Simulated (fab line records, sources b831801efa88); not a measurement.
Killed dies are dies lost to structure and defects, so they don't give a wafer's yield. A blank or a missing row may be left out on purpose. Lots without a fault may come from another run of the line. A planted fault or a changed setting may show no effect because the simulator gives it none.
Chamber matching | flow gf180mcu | GF_V5_CMP_26 on cmp-01: 4 sister chambers
The step polishes, stops on SiO2, t overpolish 15 s, target thk 0 nm. 4 wafers are shown with their chamber, then 9 later ones without.

WAFERS WITH THEIR CHAMBER
wafer  | chamber | motor_current_A (A)
L107.1 | 2       | 11.3
L109.1 | 3       | 12.8
L109.5 | 1       | 11.5
L109.6 | 0       | 10.7

WAFERS WITHOUT THEIR CHAMBER
wafer  | motor_current_A (A)
L112.1 | 12.8
L112.2 | 11.9
L112.3 | 11.2
L115.4 | 10.6
L115.5 | 11.9
L115.6 | 11.7
L124.2 | 10.1
L124.3 | 12.0
L124.6 | 11.7

WHICH CHAMBER EACH WENT THROUGH
wafer  | from the rows above          | in truth
L112.1 | 3                            | 3
L112.2 | can't be placed: 1 or 2 or 3 | 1
L112.3 | can't be placed: 2 or 1 or 0 | 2
L115.4 | can't be placed: 0 or 2      | 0
L115.5 | can't be placed: 1 or 2 or 3 | 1
L115.6 | can't be placed: 1 or 2      | 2
L124.2 | can't be placed: 0 or 2      | 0
L124.3 | can't be placed: 1 or 2 or 3 | 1
L124.6 | can't be placed: 1 or 2      | 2
Placed correctly: 1 of 9. Can't be placed from these rows: 8 (the true chamber is among the candidates in 8). Placed wrongly: 0.
How it was worked out, from the rows above alone: a wafer's distance from a chamber is the root of the sum, over the readings, of the square of ((its reading less the chamber's mean) divided by the reading's scatter). The wafer belongs to the nearest chamber; if the next one is less than 2 further off, it can't be placed. A chamber's mean is the mean of its shown wafers. The scatter: with one shown wafer a chamber, the root of the mean of the squares of how far each hidden wafer lies from its nearest shown one.
